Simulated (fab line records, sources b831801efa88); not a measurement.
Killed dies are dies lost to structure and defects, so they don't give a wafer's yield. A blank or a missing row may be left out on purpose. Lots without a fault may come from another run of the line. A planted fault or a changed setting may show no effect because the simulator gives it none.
Which tool did it? | flow gf180mcu | 14 lots, 42 wafers sampled, at 3 steps of a route of 602

WHAT THE GAUGES READ, wafer by wafer
GF_MIM_RS_MEAS_10: measures by four-point-probe.
lot  | measured     | on            | MIM_ALCU_RS (ohm/sq)
L879 | day 25 01:19 | film_metro-02 | 0.1576 0.1590 0.1548
L880 | day 25 12:12 | film_metro-02 | 0.1610 0.1614 0.1612
L882 | day 25 19:33 | film_metro-04 | 0.1625 0.1629 0.1618
L883 | day 26 05:52 | film_metro-01 | 0.1625 0.1634 0.1631
L887 | day 27 04:18 | film_metro-04 | 0.1579 0.1569 0.1556
L888 | day 27 07:59 | film_metro-02 | 0.1625 0.1621 0.1611
L889 | day 27 22:56 | film_metro-01 | 0.1594 0.1595 0.1600
L890 | day 28 06:52 | film_metro-02 | 0.1581 0.1591 0.1599
L892 | day 28 18:40 | film_metro-02 | 0.1560 0.1574 0.1565
L894 | day 29 13:41 | film_metro-04 | 0.1603 0.1587 0.1593
L896 | day 29 23:12 | film_metro-01 | 0.1588 0.1604 0.1584
L900 | day 31 03:29 | film_metro-02 | 0.1586 0.1609 0.1605
L901 | day 31 06:03 | film_metro-02 | 0.1596 0.1593 0.1594
L902 | day 31 10:28 | film_metro-04 | 0.1623 0.1607 0.1606

WHICH TOOL RAN EACH LOT (tool, then ch and the chambers of the sampled wafers, then the start)
lot  | GF_V4_CVD_23                  | GF_MIM_SPUTTER_04
L879 | cvd_w-02 ch 0, day 24 23:40   | pvd_sputter-01, day 25 01:05
L880 | cvd_w-01 ch 0,1, day 25 11:11 | pvd_sputter-04, day 25 11:57
L882 | cvd_w-01 ch 0,1, day 25 18:31 | pvd_sputter-01, day 25 19:17
L883 | cvd_w-02 ch 1, day 26 04:52   | pvd_sputter-03, day 26 05:38
L887 | cvd_w-01 ch 0,1, day 27 03:16 | pvd_sputter-04, day 27 04:03
L888 | cvd_w-02 ch 0,1, day 27 06:57 | pvd_sputter-03, day 27 07:43
L889 | cvd_w-02 ch 0,1, day 27 21:54 | pvd_sputter-04, day 27 22:41
L890 | cvd_w-02 ch 0,1, day 28 05:52 | pvd_sputter-04, day 28 06:38
L892 | cvd_w-01 ch 0,1, day 28 17:40 | pvd_sputter-03, day 28 18:26
L894 | cvd_w-02 ch 0,1, day 29 12:41 | pvd_sputter-01, day 29 13:28
L896 | cvd_w-02 ch 0,1, day 29 22:10 | pvd_sputter-03, day 29 22:56
L900 | cvd_w-02 ch 0,1, day 31 02:29 | pvd_sputter-04, day 31 03:16
L901 | cvd_w-01 ch 0,1, day 31 05:01 | pvd_sputter-01, day 31 05:48
L902 | cvd_w-02 ch 0,1, day 31 09:28 | pvd_sputter-04, day 31 10:14
- GF_V4_CVD_23: deposits W, target thk 350 nm, time 104.9 s.
- GF_MIM_SPUTTER_04: material TiN, target thk 50 nm, time 41.7 s.

WHAT THE TOOLS THEMSELVES READ (means of the sampled wafers that have a number; where no wafer has one, the mark that the record gives instead)
GF_V4_CVD_23.
lot  | tool     | heater_power_w (W)
L879 | cvd_w-02 | 729
L880 | cvd_w-01 | 664
L882 | cvd_w-01 | 674
L883 | cvd_w-02 | 878
L887 | cvd_w-01 | 685
L888 | cvd_w-02 | 785
L889 | cvd_w-02 | 778
L890 | cvd_w-02 | 777
L892 | cvd_w-01 | 687
L894 | cvd_w-02 | 781
L896 | cvd_w-02 | 783
L900 | cvd_w-02 | 822
L901 | cvd_w-01 | 681
L902 | cvd_w-02 | 787

GF_MIM_SPUTTER_04.
lot  | tool           | throttle_valve_pct (%)
L879 | pvd_sputter-01 | 30.3
L880 | pvd_sputter-04 | 30.3
L882 | pvd_sputter-01 | 30.3
L883 | pvd_sputter-03 | 29.7
L887 | pvd_sputter-04 | 30.3
L888 | pvd_sputter-03 | 30.1
L889 | pvd_sputter-04 | 30.8
L890 | pvd_sputter-04 | 31.3
L892 | pvd_sputter-03 | 30.3
L894 | pvd_sputter-01 | 29.6
L896 | pvd_sputter-03 | 30.2
L900 | pvd_sputter-04 | 30.6
L901 | pvd_sputter-01 | 30.0
L902 | pvd_sputter-04 | 31.7

THE ANSWER, worked out from the rows above alone
Rule: what is usual is taken from the lots themselves. Put in order of their means at a reading, lots are off if they are a third of the lots or fewer, leave a main group of 4 or more, and stand apart from it by a gap of 3 or more times the standard deviation of the main group's means; of several such gaps the widest counts. A main group whose means are all the same, to the digits that the tables above print for the reading, isn't used. A lot without any number at a reading at which 4 lots or more have one is off too. The other lots that the step has rows for count as sound. The gauges are gone through in route order, then the tools' own readings, and for those a lot's mean is taken as printed above. The first step at which some lot is off is used, and at that step the reading that is off furthest; a lot without a number counts as furthest.
No lot is off at any reading shown: from this, nothing can be told.

WHAT THE SIMULATOR HAD PUT IN
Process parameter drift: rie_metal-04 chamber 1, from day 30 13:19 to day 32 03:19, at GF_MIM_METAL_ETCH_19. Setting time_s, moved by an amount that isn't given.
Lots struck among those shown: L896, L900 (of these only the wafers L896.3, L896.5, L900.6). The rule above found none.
